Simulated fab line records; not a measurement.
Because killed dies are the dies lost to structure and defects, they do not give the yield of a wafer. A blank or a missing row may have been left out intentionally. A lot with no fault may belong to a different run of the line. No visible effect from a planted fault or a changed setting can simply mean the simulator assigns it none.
Which tool was responsible? :: flow sky130 :: 14 lots, 42 wafers sampled, at 2 steps of a route of 708

## WHAT THE GAUGES SHOWED, per wafer
SKY_VIA1_THK_MEAS_23: measures by xrf.
lot: L643
measured: day 33 18:11
on: film_metro-01
VIA1_W_THK (nm): 271 264 265

lot: L644
measured: day 34 06:43
on: film_metro-04
VIA1_W_THK (nm): 264 268 267

lot: L645
measured: day 35 03:43
on: film_metro-02
VIA1_W_THK (nm): 262 261 264

lot: L646
measured: day 35 07:41
on: film_metro-04
VIA1_W_THK (nm): 275 267 272

lot: L647
measured: day 35 10:51
on: film_metro-02
VIA1_W_THK (nm): 263 264 262

lot: L648
measured: day 35 16:32
on: film_metro-04
VIA1_W_THK (nm): 267 277 270

lot: L649
measured: day 36 04:01
on: film_metro-02
VIA1_W_THK (nm): 267 261 271

lot: L650
measured: day 36 07:55
on: film_metro-01
VIA1_W_THK (nm): 266 265 264

lot: L651
measured: day 36 13:26
on: film_metro-04
VIA1_W_THK (nm): 271 271 270

lot: L652
measured: day 36 22:52
on: film_metro-02
VIA1_W_THK (nm): 264 265 265

lot: L654
measured: day 37 20:56
on: film_metro-02
VIA1_W_THK (nm): 263 266 265

lot: L659
measured: day 39 14:43
on: film_metro-01
VIA1_W_THK (nm): 262 267 260

lot: L660
measured: day 40 07:32
on: film_metro-04
VIA1_W_THK (nm): 276 272 271

lot: L666
measured: day 41 04:55
on: film_metro-01
VIA1_W_THK (nm): 261 260 259

SKY_VIA2_CD_MEAS_12: the cd target is 200 nm.
lot: L643
measured: day 36 02:49
on: cd_sem-02
cd_nm (nm): 199.7 199.8 200.0

lot: L644
measured: day 36 14:59
on: cd_sem-01
cd_nm (nm): 202.1 203.2 202.4

lot: L645
measured: day 37 10:18
on: cd_sem-01
cd_nm (nm): 200.7 198.8 197.7

lot: L646
measured: day 37 15:03
on: cd_sem-02
cd_nm (nm): 200.1 199.6 200.4

lot: L647
measured: day 37 17:52
on: cd_sem-02
cd_nm (nm): 199.8 198.4 202.1

lot: L648
measured: day 37 23:52
on: cd_sem-02
cd_nm (nm): 200.4 199.0 198.8

lot: L649
measured: day 38 09:34
on: cd_sem-02
cd_nm (nm): 203.2 201.5 202.3

lot: L650
measured: day 38 14:17
on: cd_sem-01
cd_nm (nm): 199.5 201.5 201.3

lot: L651
measured: day 38 18:30
on: cd_sem-02
cd_nm (nm): 198.3 198.5 198.0

lot: L652
measured: day 39 03:35
on: cd_sem-01
cd_nm (nm): 199.9 198.0 198.8

lot: L654
measured: day 40 00:29
on: cd_sem-02
cd_nm (nm): 200.3 199.2 199.6

lot: L659
measured: day 41 16:54
on: cd_sem-02
cd_nm (nm): 200.7 200.3 201.0

lot: L660
measured: day 42 09:34
on: cd_sem-01
cd_nm (nm): 198.9 199.3 199.8

lot: L666
measured: day 43 08:16
on: cd_sem-02
cd_nm (nm): 198.2 197.8 199.2

## WHICH TOOL RAN EACH LOT (tool, then ch and the chambers of the sampled wafers, then the start)
There is no process step in the record ahead of these readings.

## AS READ BY THE TOOLS THEMSELVES (means over the sampled wafers that have a number; for cases with no such wafer, the mark the record gives instead)
The record holds no such reading with a usual standard deviation.

## THE ANSWER, worked out from the rows above alone
Rule: what is usual is taken from the lots themselves. Put in order of their means at a reading, lots are off if they are a third of the lots or fewer, leave a main group of 4 or more, and stand apart from it by a gap of 3 or more times the standard deviation of the main group's means; of several such gaps the widest counts. A main group is skipped when, at the precision printed for the reading in the tables above, its means are all equal. A lot without any number at a reading at which 4 lots or more have one is off too. All remaining lots with rows at the step are treated as sound. After the gauges, taken in route order, come the tools' own readings; for these a lot's mean is taken, as printed above. The first step at which some lot is off is used, and at that step the reading that is off furthest; a lot without a number counts as furthest.
No lot is off at any reading shown: from this, nothing can be told.

## WHAT THE SIMULATOR HAD PUT IN
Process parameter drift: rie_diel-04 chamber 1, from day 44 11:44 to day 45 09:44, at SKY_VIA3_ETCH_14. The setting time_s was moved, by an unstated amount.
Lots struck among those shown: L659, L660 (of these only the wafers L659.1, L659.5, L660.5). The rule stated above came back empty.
